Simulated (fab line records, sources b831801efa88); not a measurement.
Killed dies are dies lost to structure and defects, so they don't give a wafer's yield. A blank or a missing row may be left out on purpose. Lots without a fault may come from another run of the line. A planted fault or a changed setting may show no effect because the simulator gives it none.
Which tool did it? | flow sky130 | 14 lots, 41 wafers sampled, at 2 steps of a route of 708

WHAT THE GAUGES READ, wafer by wafer
The record holds no reading of a measuring or inspecting step that can be judged against a usual standard deviation.

WHICH TOOL RAN EACH LOT (tool, then ch and the chambers of the sampled wafers, then the start)
lot  | SKY_VIA3_ETCH_14                   | SKY_VIA3_STRIP_16
L611 | rie_diel-01 ch 0,1,3, day 39 17:14 | plasma_asher-04 ch 0,1, day 39 17:20
L613 | rie_diel-04 ch 1,2, day 40 10:28   | plasma_asher-03 ch 0,1, day 40 10:34
L614 | rie_diel-02 ch 0,1,3, day 40 15:35 | plasma_asher-04 ch 0,1, day 40 15:43
L615 | rie_diel-01 ch 0,2,3, day 40 21:04 | plasma_asher-04 ch 0,1, day 40 21:10
L617 | rie_diel-01 ch 0,2,3, day 41 08:29 | plasma_asher-04 ch 0,1, day 41 08:35
L616 | rie_diel-04 ch 0,2,3, day 41 09:38 | plasma_asher-04 ch 0,1, day 41 09:44
L618 | rie_diel-04 ch 0,1,3, day 41 21:08 | plasma_asher-03 ch 0,1, day 41 21:14
L619 | rie_diel-04 ch 2,3, day 42 05:50   | plasma_asher-01 ch 0,1, day 42 05:56
L620 | rie_diel-02 ch 1,2,3, day 42 11:13 | plasma_asher-03 ch 0,1, day 42 11:19
L627 | rie_diel-01 ch 0,1, day 44 16:19   | plasma_asher-03 ch 0,1, day 44 16:25
L628 | rie_diel-01 ch 0,1, day 44 19:38   | plasma_asher-04 ch 0,1, day 44 19:44
L631 | rie_diel-02 ch 0,1,2, day 45 06:41 | plasma_asher-03 ch 0,1, day 45 06:47
L632 | rie_diel-04 ch 0,3, day 45 13:20   | plasma_asher-03 ch 0,1, day 45 13:26
L633 | rie_diel-02 ch 0,2, day 45 21:49   | plasma_asher-04 ch 0,1, day 45 21:55
- SKY_VIA3_ETCH_14: etches BARC in N2/H2, stops on SiO2, time 45.9 s, target depth 60 nm.
- SKY_VIA3_STRIP_16: strips in O2/N2.

WHAT THE TOOLS THEMSELVES READ (means of the sampled wafers that have a number; where no wafer has one, the mark that the record gives instead)
SKY_VIA3_ETCH_14. Usual: drypump_motor_current_A 5.8 A, standard deviation 0.36; oes_product_au 0.855 a.u., standard deviation 0.0044; run_length_s 74.3 s, standard deviation 0.42; throttle_valve_pct 13.225 %, standard deviation 0.0094.
lot  | tool        | drypump_motor_current_A (A) | oes_product_au (a.u.) | run_length_s (s) | throttle_valve_pct (%) | flag
L611 | rie_diel-01 | 5.7                         | 0.856                 | 74.2             | 13.225                 |
L613 | rie_diel-04 | 5.4                         | 0.855                 | 74.1             | 13.213                 |
L614 | rie_diel-02 | 5.9                         | 0.854                 | 74.2             | 13.221                 |
L615 | rie_diel-01 | 5.8                         | 0.853                 | 74.5             | 13.233                 |
L617 | rie_diel-01 | 5.8                         | 0.855                 | 74.6             | 13.230                 |
L616 | rie_diel-04 | 5.8                         | 0.856                 | 74.2             | 13.229                 |
L618 | rie_diel-04 | 5.8                         | 0.862                 | 74.6             | 13.217                 |
L619 | rie_diel-04 | 5.6                         | 0.851                 | 74.2             | 13.227                 |
L620 | rie_diel-02 | 5.9                         | 0.855                 | 74.3             | 13.225                 |
L627 | rie_diel-01 | 5.5                         | 0.924                 | 69.2             | 13.231                 | OFF
L628 | rie_diel-01 | 5.3                         | 0.903                 | 71.1             | 13.227                 | OFF
L631 | rie_diel-02 | 5.9                         | 0.852                 | 74.3             | 13.228                 |
L632 | rie_diel-04 | 5.8                         | 0.857                 | 74.2             | 13.218                 |
L633 | rie_diel-02 | 5.8                         | 0.853                 | 74.1             | 13.226                 |

SKY_VIA3_STRIP_16. Usual: drypump_motor_current_A 5.81 A, standard deviation 0.16; oes_product_au 0.402 a.u., standard deviation 0.0045; strip_time_to_endpoint_s 4.137 s, standard deviation 0.024.
lot  | tool            | drypump_motor_current_A (A) | oes_product_au (a.u.) | strip_time_to_endpoint_s (s) | flag
L611 | plasma_asher-04 | 5.80                        | 0.403                 | 4.124                        |
L613 | plasma_asher-03 | 5.92                        | 0.395                 | 4.123                        |
L614 | plasma_asher-04 | 5.83                        | 0.405                 | 4.125                        |
L615 | plasma_asher-04 | 5.80                        | 0.401                 | 4.135                        |
L617 | plasma_asher-04 | 5.80                        | 0.406                 | 4.137                        |
L616 | plasma_asher-04 | 5.83                        | 0.405                 | 4.149                        |
L618 | plasma_asher-03 | 5.91                        | 0.398                 | 4.147                        |
L619 | plasma_asher-01 | 5.57                        | 0.403                 | 4.140                        |
L620 | plasma_asher-03 | 5.91                        | 0.401                 | 4.156                        |
L627 | plasma_asher-03 | 5.88                        | 0.401                 | 4.209                        | OFF
L628 | plasma_asher-04 | 5.80                        | 0.404                 | 4.180                        |
L631 | plasma_asher-03 | 5.91                        | 0.404                 | 4.126                        |
L632 | plasma_asher-03 | 5.87                        | 0.404                 | 4.147                        |
L633 | plasma_asher-04 | 5.85                        | 0.402                 | 4.136                        |

THE ANSWER, worked out from the rows above alone
Rule: a lot is off if the mean of its wafers that have a number lies more than 3 standard deviations from the usual mean. A lot without any number at a reading at which 4 lots or more have one is off too. The other lots that the step has rows for count as sound. The gauges are gone through in route order, then the tools' own readings, and for those a lot's mean is taken as printed above. The first step at which some lot is off is used, and at that step the reading that is off furthest; a lot without a number counts as furthest.
Off: L627, L628, at SKY_VIA3_ETCH_14 (oes_product_au).
A tool fits if, at that step or a process step before it, it ran every lot that is off, and no sound lot after the first of them. One fits: rie_diel-01 at SKY_VIA3_ETCH_14. Its last sound lot is L617 (day 41 08:29), its first lot that is off L627 (day 44 16:19): a fault that began between those two fits.
The tool's own readings at SKY_VIA3_ETCH_14 bear it out: on the lots that are off they differ by more than 5 times the standard deviation of the sound lots' means. oes_product_au reads 0.913 a.u. there against 0.855 a.u. on the sound lots; run_length_s reads 70.2 s there against 74.3 s on the sound lots.

WHAT THE SIMULATOR HAD PUT IN
Process parameter drift: rie_diel-01, from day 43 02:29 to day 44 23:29, at SKY_VIA3_ETCH_14. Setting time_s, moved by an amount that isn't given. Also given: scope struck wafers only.
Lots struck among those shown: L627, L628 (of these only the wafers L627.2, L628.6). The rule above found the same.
